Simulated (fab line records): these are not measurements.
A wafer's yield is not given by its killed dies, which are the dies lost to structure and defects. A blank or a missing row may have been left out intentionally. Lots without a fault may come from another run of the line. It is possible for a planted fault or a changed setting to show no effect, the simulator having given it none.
2 desks looking at one fault    flow gf180mcu    every desk sees just its own numbers, and what lay behind them comes last

## METROLOGY DESK
What the gauges read, lot by lot, whatever tool the lot ran on: means of the sampled wafers that have a number. The brackets show how far a lot's mean lies from the usual mean; more than 4 standard deviations puts the lot out of limits, marked OUT.
Columns: A = STI_OXIDATION_THK at GF_STI_THK_MEAS_02, usual 10.00 nm; B = NWELL_TW at GF_NWELL_TW_MEAS_11, usual 1579; C = NWELL_RS at GF_VT_IMPLANT_RS_MEAS_47, usual 486.6 ohm/sq
lot   first seen here  A      B                C
L410  day 1 11:31      10.04  1567             486.6
L412  day 1 21:57      10.17  1569             486.0
L415  day 2 12:40      9.88   1567             487.8
L416  day 2 17:31      9.85   1595             487.3
L419  day 3 08:31      10.21  1570             486.1
L420  day 3 13:32      9.82   1456 (-9.4) OUT  581.5 (+86) OUT
L421  day 3 18:35      10.21  1433 (-11) OUT   583.0 (+88) OUT
L427  day 5 00:31      10.19  1576             486.1
L428  day 5 05:32      10.30  1552             487.5
L430  day 5 15:31      9.99   1567             486.6
L433  day 6 10:24      9.90   1584             486.5
Finding of this desk: L420, L421 out of limits, first seen on L420 at day 5 13:27 (NWELL_TW at GF_NWELL_TW_MEAS_11). In limits: L410, L412, L415, L416, L419, L427, L428, L430, L433.

## TOOL OWNER'S DESK, implanter-03
GF_NWELL_IMPLANT_08, tool's own readings: per-lot mean of the sampled wafers with a number, covering each lot this tool ran. The brackets show how far a lot's mean lies from the usual mean; more than 4 standard deviations puts the lot out of limits, marked OUT.
Columns: A = dose-ions-cm2 at GF_NWELL_IMPLANT_08, usual 1.5001e+13; B = end-station-pressure-torr at GF_NWELL_IMPLANT_08, usual 5.07e-06 Torr; C = faraday-current-uA at GF_NWELL_IMPLANT_08, usual 84.5
lot   first seen here  A                             B         C
L410  day 3 08:10      1.5005e+13                    5.12e-06  83.1
L419  day 5 06:55      1.5005e+13                    5.19e-06  84.7
L420  day 5 13:05      1.0741e+13 (-99 or more) OUT  4.86e-06  61.3 (-14) OUT
L421  day 5 18:16      1.0755e+13 (-99 or more) OUT  5.11e-06  59.5 (-16) OUT
L433  day 8 19:13      1.4987e+13                    5.32e-06  82.4
This desk's verdict: out of limits on L420, L421, starting with L420 at day 5 13:05 (dose-ions-cm2 at GF_NWELL_IMPLANT_08). In limits: L410, L419, L433.

## ALL TOGETHER
The tool owner's desk could have raised an alarm at day 5 13:05, on L420, L421.
Metrology desk: alarm possible at day 5 13:27 on L420, L421.
GF_NWELL_IMPLANT_08 was run on implanter-03 by each of the lots named.

## WHAT THE SIMULATOR HAD PUT IN
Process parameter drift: implanter-03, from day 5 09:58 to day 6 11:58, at GF_NWELL_IMPLANT_08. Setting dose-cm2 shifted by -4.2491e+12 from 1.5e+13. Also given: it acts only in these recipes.
Struck lots among those shown: L420, L421.
Fault start to first reading out of limits, in hours, per desk: tool owner, 3; metrology, 3.
